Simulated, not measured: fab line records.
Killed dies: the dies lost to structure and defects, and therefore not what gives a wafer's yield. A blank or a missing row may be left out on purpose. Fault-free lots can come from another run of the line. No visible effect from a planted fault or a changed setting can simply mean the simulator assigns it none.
The same fault as seen by 2 desks | flow sfq-line | each desk has only its own numbers; what lay behind them comes last

## METROLOGY DESK
What the gauges read, lot by lot, whatever tool the lot ran on: means of the sampled wafers that have a number. Marked OUT: a lot whose mean sits more than 4 standard deviations from the usual mean, which makes it out of limits; the brackets give that distance.
Columns: A = I1_BOW at SFQ_I1_BOW_MEAS_912, usual 2 um; B = I1_OVL at SFQ_I1_OVL_MEAS_913, usual 0 nm
lot  | first seen here | A  | B
L315 | day 15 03:37    | 12 | 5
L317 | day 15 16:22    | -1 | -4
L322 | day 17 05:37    | 1  | -3
L329 | day 19 00:13    | 8  | 0
L332 | day 19 18:33    | 0  | -2
This desk's finding: nothing out of limits on any of the 5 lots.

## TOOL OWNER'S DESK, rie-diel-01
The tool's own readings at SFQ_TRILAYER_I1_VIA_ETCH_VIA_ETCH_052 (etches SiO2 in CHF3, stops on Nb, target depth 260 nm): means of the sampled wafers that have a number, for each lot that ran on this tool. Marked OUT: a lot whose mean sits more than 4 standard deviations from the usual mean, which makes it out of limits; the brackets give that distance.
Columns: A = bias-w at SFQ_TRILAYER_I1_VIA_ETCH_VIA_ETCH_052, usual 79.97 W; B = drypump-motor-current-A at SFQ_TRILAYER_I1_VIA_ETCH_VIA_ETCH_052, usual 5.5 A; C = oes-product-au at SFQ_TRILAYER_I1_VIA_ETCH_VIA_ETCH_052, usual 0.852 a.u.
lot  | first seen here | A               | B   | C
L317 | day 20 12:37    | 80.17           | 5.2 | 0.858
L322 | day 22 03:01    | 85.69 (+24) OUT | 5.4 | 0.851
This desk finds L322 out of limits, L322 being first, at day 22 03:01 (bias-w at SFQ_TRILAYER_I1_VIA_ETCH_VIA_ETCH_052). Within limits: L317.

## PUT TOGETHER
The tool owner's desk could have raised an alarm at day 22 03:01, on L322.
Nothing out of limits was seen by the metrology desk.
The metrology desk has L322 on record, within its limits.
Of the lots named, all ran SFQ_TRILAYER_I1_VIA_ETCH_VIA_ETCH_052 on rie-diel-01.

## WHAT THE SIMULATOR HAD INSERTED
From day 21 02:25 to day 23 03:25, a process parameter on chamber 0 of rie-diel-01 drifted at SFQ_TRILAYER_I1_VIA_ETCH_VIA_ETCH_052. The setting bias-w was moved by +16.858, starting from 80. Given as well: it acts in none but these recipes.
Struck lots among those shown: L322.
Each desk's first reading out of limits, in hours after the fault started: the tool owner's desk, 25.
